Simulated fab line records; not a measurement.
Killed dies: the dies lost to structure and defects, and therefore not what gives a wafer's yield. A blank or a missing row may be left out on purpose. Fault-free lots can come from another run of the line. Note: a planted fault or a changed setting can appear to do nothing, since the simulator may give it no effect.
Comparing a struck lot with a sound one + flow sky130 + 28 steps out of a route of 708
Sound: the wafers L886.1, L886.2, L886.6. Struck: wafer L895.5 (left out: L895.2, a lot-mate that was not struck); the cause follows at the end.
At each step with rows: each side's tool, then ch and its chambers, then its first start. Under that, the readings that differ: sound wafers + struck wafers + difference of the means + sigmas: that difference in standard deviations of wafers without a fault.
alike: words and numbers the same on both sides, and readings whose means are apart by under 2 such deviations; not compared: readings that were withheld, readings missing a value for some wafer, numbers with overlapping values and no deviation given by the record, and bounds like >300 which may hide the same value.
Wherever a step has rows on one side only, a row that says differs or no value, or a row with sigmas, the two part there. When numbers do not overlap yet have no deviation, they are printed without sigmas and do not part them. Lack of a reading on every wafer of one side parts them only where that side has two or more wafers.

first, 1 step without rows for these wafers: SKY_VIA4_ETCH_12 (etches SiO2 in C4F8/O2/Ar, stops on TiN, target depth 580 nm).
SKY_VIA4_STRIP_13: strips in O2/N2.
  sound on plasma-asher-02 ch 0,1, day 43 15:58; struck on plasma-asher-04 ch 0, day 45 22:55
  alike: drypump-motor-current-A, oes-product-au, strip-time-to-endpoint-s
  not compared: rf-hours-counter-h
then, 3 steps without rows for these wafers: SKY_VIA4_STRIP_14 (strips in post etch residue remover, time 1200 s); SKY_VIA4_CLEAN_15 (cleans in IPA, time 180 s); SKY_VIA4_CLEAN_16 (cleans in O3/DIW).
SKY_VIA4_SPUTTER_17: material TiN, target thk 20 nm, time 80 s.
  struck on pvd-sputter-01, day 45 23:31; sound on pvd-sputter-04, day 43 16:35
  alike: chamber-pressure-pa, throttle-valve-pct
then, 1 step without rows for these wafers: SKY_VIA4_CVD_18 (deposits W, target thk 505 nm, time 152.14 s).
SKY_VIA4_RS_MEAS_19: uses a four-point probe to measure.
  struck on film-metro-02, day 45 23:45; sound on film-metro-02, day 43 16:49
| reading            | sound             | struck | difference | sigmas |
|--------------------|-------------------|--------|------------|--------|
| VIA4_W_RS (ohm/sq) | 0.225 0.221 0.225 | 0.233  | +0.009     | +3     |
SKY_VIA4_THK_MEAS_20: measures by xrf.
  struck on film-metro-02, day 45 23:52; sound on film-metro-02, day 43 16:56
| reading         | sound       | struck | difference | sigmas |
|-----------------|-------------|--------|------------|--------|
| VIA4_W_THK (nm) | 513 523 515 | 496    | -21        | -3     |
then, 1 step without rows for these wafers: SKY_VIA4_CMP_21 (polishes, stops on SiO2, t overpolish 25 s, target thk 0 nm).
SKY_METAL5_SPUTTER_00: material Ti, target thk 15 nm, time 10 s.
  struck on pvd-sputter-02, day 46 00:13; sound on pvd-sputter-02, day 43 17:17
| reading                  | sound                | struck | difference | sigmas |
|--------------------------|----------------------|--------|------------|--------|
| chamber-pressure-pa (Pa) | 0.4005 0.4006 0.4016 | 0.3993 | -0.0016    | -2     |
  alike: throttle-valve-pct
SKY_METAL5_SPUTTER_01: material TiN, target thk 20 nm, time 16.7 s.
  struck on pvd-sputter-02, day 46 00:14; sound on pvd-sputter-02, day 43 17:19
  alike: chamber-pressure-pa, throttle-valve-pct
SKY_METAL5_SPUTTER_02: material AlCu, target thk 1150 nm, time 61.2 s.
  struck on pvd-sputter-02, day 46 00:16; sound on pvd-sputter-02, day 43 17:20
| reading                                     | sound          | struck | difference | sigmas |
|---------------------------------------------|----------------|--------|------------|--------|
| model.AlCu_of_METAL5_SPUTTER_02.thk-nm (nm) | 1148 1160 1159 | 1101   | -55        |        |
  alike: chamber-pressure-pa, throttle-valve-pct
then, 1 step without rows for these wafers: SKY_METAL5_SPUTTER_03 (material Ti, target thk 5 nm, time 3.3 s).
SKY_METAL5_SPUTTER_04: material TiN, target thk 70 nm, time 58.3 s.
  struck on pvd-sputter-02, day 46 00:20; sound on pvd-sputter-02, day 43 17:24
  alike: chamber-pressure-pa, throttle-valve-pct
SKY_METAL5_RS_MEAS_05: uses a four-point probe to measure.
  struck on film-metro-04, day 46 00:23; sound on film-metro-03, day 43 17:27
| reading                 | sound                | struck | difference | sigmas |
|-------------------------|----------------------|--------|------------|--------|
| METAL5_ALCU_RS (ohm/sq) | 0.0271 0.0268 0.0269 | 0.0282 | +0.0013    | +4     |
SKY_METAL5_THK_MEAS_06: measures by xrf.
  struck on film-metro-04, day 46 00:30; sound on film-metro-03, day 43 17:34
| reading              | sound          | struck | difference | sigmas |
|----------------------|----------------|--------|------------|--------|
| METAL5_ALCU_THK (nm) | 1150 1157 1155 | 1093   | -61        | -4     |
then, 8 steps without rows for these wafers: SKY_METAL5_DEHYDRATE_07 (time 60 s); SKY_METAL5_HMDS_08 (prime time 60 s); SKY_METAL5_COAT_09 (resist thk 1800 nm); SKY_METAL5_SOFTBAKE_10 (time 60 s); SKY_METAL5_EXPOSE_11 (exposes mask MM5, target cd 1600 nm); SKY_METAL5_PEB_12; SKY_METAL5_DEVELOP_13 (develop time 60 s); SKY_METAL5_DESCUM_14 (chemistry O2, time 11 s).
SKY_METAL5_METAL_ETCH_15: etches the open film in Cl2/BCl3, stops on SiO2, target depth 1260 nm, time 252 s.
  sound on rie-metal-04 ch 0,1, day 44 16:17; struck on rie-metal-04 ch 1, day 46 21:10
| reading                            | sound             | struck | difference | sigmas |
|------------------------------------|-------------------|--------|------------|--------|
| oes-product-au (a.u.)              | 0.890 0.891 0.891 | 0.875  | -0.016     | -3     |
| model.METAL5.feature-depth-nm (nm) | 1259 1255 1255    | 1232   | -24        |        |
| model.etch.depth-nm (nm)           | 1259 1255 1255    | 1232   | -24        |        |
  alike: drypump-motor-current-A, rf-fwd-power-W, throttle-valve-pct
  not compared: rf-hours-counter-h
then, 1 step without rows for these wafers: SKY_METAL5_STRIP_16 (strips in O2/N2).
SKY_PAD_OPEN_PROBE_99:
  struck on prober-02, day 48 15:50; sound on prober-02, day 46 16:31
| reading                      | sound                   | struck  | difference | sigmas |
|------------------------------|-------------------------|---------|------------|--------|
| model.etest.met5.rs-ohm-sq   | 0.0273 0.0268 0.02687   | 0.02836 | +0.00137   |        |
| model.etest.met5.line-ohm-um | 0.01707 0.01681 0.01679 | 0.01776 | +0.00087   |        |
  alike: defect-limited-yield, killed_at_M0_to_M3, killed_at_M4_up, killed-at-contacts, killed-at-front-end, killed-at-other, killed-dies, killed-open, killed-short, sort_bin_3_pad_short, sort_bin_5_function, sort_bin_6_memory, sort-n-pass, sort-yield-pct

== WHERE THEY PART ==
Last at SKY_METAL5_METAL_ETCH_15 as far as this record goes, first at SKY_VIA4_RS_MEAS_19. Later steps at which nothing parts them and some readings are alike: SKY_PAD_OPEN_PROBE_99.

WHY: what had been put in by the simulator
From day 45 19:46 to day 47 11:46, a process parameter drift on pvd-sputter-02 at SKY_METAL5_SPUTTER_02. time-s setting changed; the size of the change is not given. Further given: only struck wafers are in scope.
